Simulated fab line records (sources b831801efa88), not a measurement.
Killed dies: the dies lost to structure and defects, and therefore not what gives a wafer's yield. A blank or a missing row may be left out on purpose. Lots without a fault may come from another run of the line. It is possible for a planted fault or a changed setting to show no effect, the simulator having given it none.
fab line records	flow sky130
[record] lots = 12	wafers = 36	last_day = 50
route steps=708 shown CONTACT@421 VIA1@471 PAD_OPEN@708
lots untouched by any fault: they come from a run of this same line in which no faults occurred
start_h: hours from the record's first day to the start of the lot's first wafer shown	wait_h: how many hours have passed since the lot's step before this one	" same as the row above	L1.1+2: a single row standing in for several wafers	- no value, or no start given	* or withheld: withheld	< > ~ a bound
route shown NAME@n: names a module that has steps shown in the file, with the first one's number in the route	usual: mean and standard deviation over wafers with no fault	same: alike in all rows	chamber/n: place in a boat	sites: readings site by site	_std_site: standard deviation of those values	_edge_site: mean of outer sites minus mean of inner sites	radius_mm: how far each site lies from the wafer's centre	mask NAME#n: copy n	behind: tool/chamber where the wafer was last shaped	hold: cause of the lot's hold/its duration in hours/its outcome	device: whichever transistor did not switch (one of n, p or np)	end of line: the route-end tests of the same wafers	for a step that has no rows: nothing shown but its recipe	killed: not the wafer's yield, but the dies lost to structure and defects at the first sort	map: a wafer's dies, x killed, . not, _ none there
set.NAME: the run value of the setting; set.NAME@STEP: its run value at that earlier step	model.NAME: the simulator's own value behind a step, which no gauge read
steps of the route over a sample of lots; a table a step, a row a wafer
services: the hour from which a tool's chamber was out of use, counted from the record's first day as start_h (under 0 if before that day), plus the number of hours and why
[[steps]]
[step SKY_CONTACT_OVL_MEAS_15]
[usual] CONTACT_OVL = -2/6.6
lot.wafer	tool	chamber	start_h	wait_h	CONTACT_OVL[nm]
L828.1	overlay-02	-	750.87	0.1	-9
L828.4	"	-	"	"	-6
L828.5	"	-	"	"	-15
L829.2	overlay-02	-	753.83	0.1	10
L829.3	"	-	"	"	-5
L829.6	"	-	"	"	5
L830.1	overlay-01	-	759.37	0.1	-4
L830.2	"	-	"	"	-3
L830.3	"	-	"	"	-4
L831.1	overlay-02	-	763.17	0.1	-3
L831.3	"	-	"	"	-2
L831.4	"	-	"	"	0
L832.2	overlay-01	-	776.56	0.1	-15
L832.3	"	-	"	"	-12
L832.5	"	-	"	"	-17
L837.1	overlay-02	-	824.29	0.1	-10
L837.4	"	-	"	"	1
L837.6	"	-	"	"	0
L838.1	overlay-01	-	826.26	0.1	5
L838.2	"	-	"	"	10
L838.4	"	-	"	"	9
L845.1	overlay-01	-	874.12	0.1	6
L845.3	"	-	"	"	6
L845.6	"	-	"	"	2
L848.4	overlay-01	-	890.31	0.1	6
L848.5	"	-	"	"	7
L848.6	"	-	"	"	6
L849.1	overlay-02	-	895.10	0.1	3
L849.3	"	-	"	"	6
L849.4	"	-	"	"	1
L851.1	overlay-01	-	918.12	0.1	0
L851.3	"	-	"	"	7
L851.6	"	-	"	"	5
L850.4	overlay-01	-	921.26	0.1	-2
L850.5	"	-	"	"	-12
L850.6	"	-	"	"	-3
[step SKY_CONTACT_SPUTTER_23]
[recipe] material = TiN	target_thk_nm = 20	chamber_pressure_pa = 5	power_w = 4000	time_s = 80
[usual] throttle_valve_pct = 30.1/0.92
lot.wafer	tool	chamber	start_h	wait_h	throttle_valve_pct
L828.1	pvd_sputter-04	-	751.68	0.0	29.6
L828.4	"	-	"	"	30.9
L828.5	"	-	"	"	30.4
L829.2	pvd_sputter-03	-	754.63	0.0	29.2
L829.3	"	-	"	"	29.8
L829.6	"	-	"	"	29.1
L830.1	pvd_sputter-04	-	760.20	0.0	31.3
L830.2	"	-	"	"	30.1
L830.3	"	-	"	"	31.2
L831.1	pvd_sputter-02	-	764.34	0.0	31.4
L831.3	"	-	"	"	30.0
L831.4	"	-	"	"	30.7
L832.2	pvd_sputter-04	-	777.32	0.0	31.2
L832.3	"	-	"	"	31.4
L832.5	"	-	"	"	30.8
L837.1	pvd_sputter-03	-	825.05	0.0	29.2
L837.4	"	-	"	"	29.1
L837.6	"	-	"	"	29.4
L838.1	pvd_sputter-03	-	827.06	0.0	29.0
L838.2	"	-	"	"	29.1
L838.4	"	-	"	"	29.7
L845.1	pvd_sputter-03	-	875.32	0.0	29.0
L845.3	"	-	"	"	29.6
L845.6	"	-	"	"	29.2
L848.4	pvd_sputter-04	-	891.05	0.0	31.3
L848.5	"	-	"	"	29.9
L848.6	"	-	"	"	30.9
L849.1	pvd_sputter-04	-	895.86	0.0	31.3
L849.3	"	-	"	"	29.4
L849.4	"	-	"	"	30.5
L851.1	pvd_sputter-02	-	918.88	0.0	30.3
L851.3	"	-	"	"	28.4
L851.6	"	-	"	"	31.6
L850.4	pvd_sputter-04	-	922.02	0.0	31.2
L850.5	"	-	"	"	30.4
L850.6	"	-	"	"	29.6
[step SKY_VIA1_OVL_MEAS_13]
[usual] VIA1_OVL = 6/4.5
lot.wafer	tool	chamber	start_h	wait_h	VIA1_OVL[nm]
L828.1	overlay-02	-	808.49	0.1	6
L828.4	"	-	"	"	2
L828.5	"	-	"	"	7
L829.2	overlay-02	-	812.30	0.1	2
L829.3	"	-	"	"	2
L829.6	"	-	"	"	0
L830.1	overlay-02	-	816.29	0.1	6
L830.2	"	-	"	"	5
L830.3	"	-	"	"	7
L831.1	overlay-01	-	821.06	0.1	10
L831.3	"	-	"	"	9
L831.4	"	-	"	"	10
L832.2	overlay-01	-	833.71	0.1	-4
L832.3	"	-	"	"	3
L832.5	"	-	"	"	6
L837.1	overlay-02	-	880.29	0.1	6
L837.4	"	-	"	"	4
L837.6	"	-	"	"	9
L838.1	overlay-02	-	881.55	0.1	14
L838.2	"	-	"	"	8
L838.4	"	-	"	"	11
L845.1	overlay-02	-	927.56	0.1	-2
L845.3	"	-	"	"	-4
L845.6	"	-	"	"	-3
L848.4	overlay-01	-	943.51	0.1	0
L848.5	"	-	"	"	5
L848.6	"	-	"	"	7
L849.1	overlay-01	-	948.05	0.1	11
L849.3	"	-	"	"	11
L849.4	"	-	"	"	14
L851.1	overlay-02	-	969.71	0.1	12
L851.3	"	-	"	"	11
L851.6	"	-	"	"	7
L850.4	overlay-02	-	973.41	0.1	6
L850.5	"	-	"	"	8
L850.6	"	-	"	"	8
[step SKY_VIA1_ETCH_15]
[recipe] target = SiO2	chemistry = C4F8/O2/Ar	target_depth_nm = 351	stop_on = TiN	mask_material = KrF-thick	source_w = 1500	bias_w = 1200	pressure_mtorr = 40	c4f8_flow_sccm = withheld	O2_flow_sccm = 6	Ar_flow_sccm = 300	time_s = 54
[usual] chamber_pressure_mTorr = 40.00/0.034	oes_product_au = 0.980/0.0065	rf_fwd_power_W = 1487/5.5
lot.wafer	tool	chamber	start_h	wait_h	chamber_pressure_mTorr	oes_product_au	rf_fwd_power_W	rf_hours_counter_h
L828.1	rie_diel-04	3	808.57	0.0	39.99	0.987	1480	7
L828.4	"	1	"	"	40.03	0.980	1500	-
L828.5	"	0	"	"	39.98	0.986	1486	-
L829.2	rie_diel-03	2	812.37	0.0	40.03	0.978	1487	15
L829.3	"	1	"	"	40.05	0.983	1480	3
L829.6	"	0	"	"	39.96	0.974	1500	-
L830.1	rie_diel-04	3	816.37	0.0	39.96	0.985	1477	7
L830.2	"	1	"	"	39.99	0.977	1493	11
L830.3	"	2	"	"	39.99	0.989	1484	0
L831.1	rie_diel-01	2	821.14	0.0	39.99	0.982	1481	6
L831.3	"	0	"	"	40.00	0.981	1491	6
L831.4	"	1	"	"	40.03	0.984	1496	16
L832.2	rie_diel-04	1	833.79	0.0	40.02	0.986	1491	11
L832.3	"	0	"	"	40.02	0.981	1484	9
L832.5	"	0	"	"	40.02	0.981	1479	-
L837.1	rie_diel-04	2	880.37	0.0	40.00	0.988	1724	2
L837.4	"	1	"	"	39.97	0.982	1736	12
L837.6	"	3	"	"	39.96	0.991	1728	-
L838.1	rie_diel-04	3	881.62	0.0	40.05	0.978	1720	9
L838.2	"	1	"	"	39.95	0.986	1720	12
L838.4	"	2	"	"	40.00	0.994	1724	2
L845.1	rie_diel-03	1	927.64	0.0	40.02	0.987	1489	6
L845.3	"	3	"	"	40.03	0.976	1488	2
L845.6	"	1	"	"	40.02	0.982	1479	-
L848.4	rie_diel-01	1	943.60	0.0	40.04	0.979	1500	-
L848.5	"	3	"	"	39.98	0.976	1479	-
L848.6	"	2	"	"	39.99	0.990	1485	-
L849.1	rie_diel-01	3	948.12	0.0	40.01	0.973	1486	20
L849.3	"	2	"	"	40.05	0.983	1485	11
L849.4	"	2	"	"	40.01	0.980	1487	-
L851.1	rie_diel-04	2	969.79	0.0	40.02	0.987	1485	4
L851.3	"	1	"	"	40.01	0.984	1495	14
L851.6	"	2	"	"	40.02	0.980	1488	-
L850.4	rie_diel-04	2	973.47	0.0	39.99	0.977	1481	4
L850.5	"	0	"	"	40.00	0.981	1493	-
L850.6	"	1	"	"	39.99	0.995	1487	-
[step SKY_PAD_OPEN_PROBE_99]
[usual] defect_limited_yield = 82.5/2	killed_at_M0_to_M3 = 44/7.4	killed_at_M4_up = 3.0/1.8	killed_at_contacts = 24/5.1	killed_at_front_end = 15/4.3	killed_at_other = 0.3/0.54	killed_dies = 86/9.9	killed_open = 47/7.1	killed_short = 38/6.7	sort_bin_3_pad_short = 0.8/0.39	sort_bin_5_function = 10.4/1.5	sort_bin_6_memory = 6.2/1.2	sort_n_pass = 406/9.9	sort_yield_pct = 82.5/2
[same] gross_dies = 492	killed_at_back_side = 0	sort_bin_4_leakage[%] = 0	sort_bin_8_speed[%] = 0
lot.wafer	tool	chamber	start_h	wait_h	defect_limited_yield[%]	killed_at_M0_to_M3	killed_at_M4_up	killed_at_contacts	killed_at_front_end	killed_at_other	killed_dies	killed_open	killed_short	sort_bin_3_pad_short[%]	sort_bin_5_function[%]	sort_bin_6_memory[%]	sort_n_pass	sort_yield_pct[%]
L837.6	prober-01	-	1144.23	0.2	83.5	46	1	23	11	0	81	48	33	1.2	9.1	6.1	411	83.5
L838.1	prober-02	-	1145.75	0.1	85.0	38	2	22	12	0	74	41	33	1.0	9.8	4.3	418	85.0
L838.2	prober-02	-	1145.80	0.1	85.0	41	2	20	11	0	74	37	37	1.8	7.7	5.5	418	85.0
L838.4	prober-02	-	1145.90	0.2	81.1	51	4	24	14	0	93	49	44	1.0	12.0	5.9	399	81.1
// killed by level:class
L837.6 VIA1:geometric_particle:open=11 VIA2:geometric_particle:open=10 LI_CONTACT:geometric_particle:open=9 CONTACT:geometric_particle:open=7 POLY_GATE:geometric_particle:short=6 METAL1:geometric_particle:short=6 VIA1:geometric_particle:short=5 VIA3:geometric_particle:open=5
L838.1 VIA2:geometric_particle:open=8 LI_CONTACT:geometric_particle:open=7 CONTACT:geometric_particle:open=7 METAL2:geometric_particle:short=7 VIA1:geometric_particle:short=6 VIA3:geometric_particle:open=6 LOCAL_INTERCONNECT:geometric_particle:short=5 VIA1:geometric_particle:open=5
L838.2 VIA1:geometric_particle:open=10 LI_CONTACT:geometric_particle:open=7 VIA2:geometric_particle:open=6 POLY_GATE:geometric_particle:short=5 VIA1:geometric_particle:short=5 POLY_GATE:geometric_particle:open=4 VIA2:geometric_particle:short=4 LOCAL_INTERCONNECT:geometric_particle:short=4
L838.4 VIA1:geometric_particle:open=13 VIA2:geometric_particle:open=8 LI_CONTACT:geometric_particle:short=7 CONTACT:geometric_particle:short=6 CONTACT:geometric_particle:open=6 METAL1:geometric_particle:short=6 POLY_GATE:geometric_particle:open=5 METAL2:geometric_particle:short=5
[[services]]
tool	chamber	start_h	hours	kind
rie_diel-03	0	731.44	5.1	repair
pvd_sputter-03	-	739.55	0.7	repair
rie_diel-04	2	743.86	-	clean
rie_diel-04	2	743.86	23.4	scheduled_down
rie_diel-04	2	743.86	23.4	vent_cycle
rie_diel-01	1	753.49	3.2	repair
pvd_sputter-02	-	760.02	3.3	repair
rie_diel-04	2	773.00	38.9	repair
rie_diel-01	0	779.57	4.4	repair
rie_diel-04	0	788.57	5.8	repair
pvd_sputter-02	-	794.62	0.8	repair
pvd_sputter-03	-	806.48	2.3	repair
rie_diel-03	3	809.02	-	clean
rie_diel-04	0	809.44	9.0	repair
rie_diel-04	1	818.68	4.9	repair
rie_diel-03	-	842.47	14.6	pm
rie_diel-04	3	882.93	4.1	repair
rie_diel-03	1	899.67	6.2	repair
rie_diel-03	3	929.04	6.7	repair
pvd_sputter-04	-	932.38	1.5	repair
pvd_sputter-04	-	941.53	4.7	repair
rie_diel-01	0	943.39	15.2	repair
rie_diel-03	3	945.49	3.3	repair
rie_diel-03	-	952.53	2.8	pm
[[key]]
[first_sign] step = SKY_VIA1_ETCH_15	reading = rf_fwd_power_W	direction = up	sigmas = 43	usual = 1487	struck = 1725
effect none on later readings
met_at SKY_VIA1_ETCH_15
struck_lots L837,L838
not_acting_at SKY_CONTACT_OVL_MEAS_15,SKY_CONTACT_SPUTTER_23,SKY_VIA1_OVL_MEAS_13
onset_between 833.79 880.37
[fault] kind = process_parameter_drift	tool = rie_diel-04	chamber = -	onset_h = 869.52	steps = SKY_VIA1_ETCH_15	channel = source_w	offset = 240	shape = step	end_h = 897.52	acts_in = these_recipes_only	stated = 1500
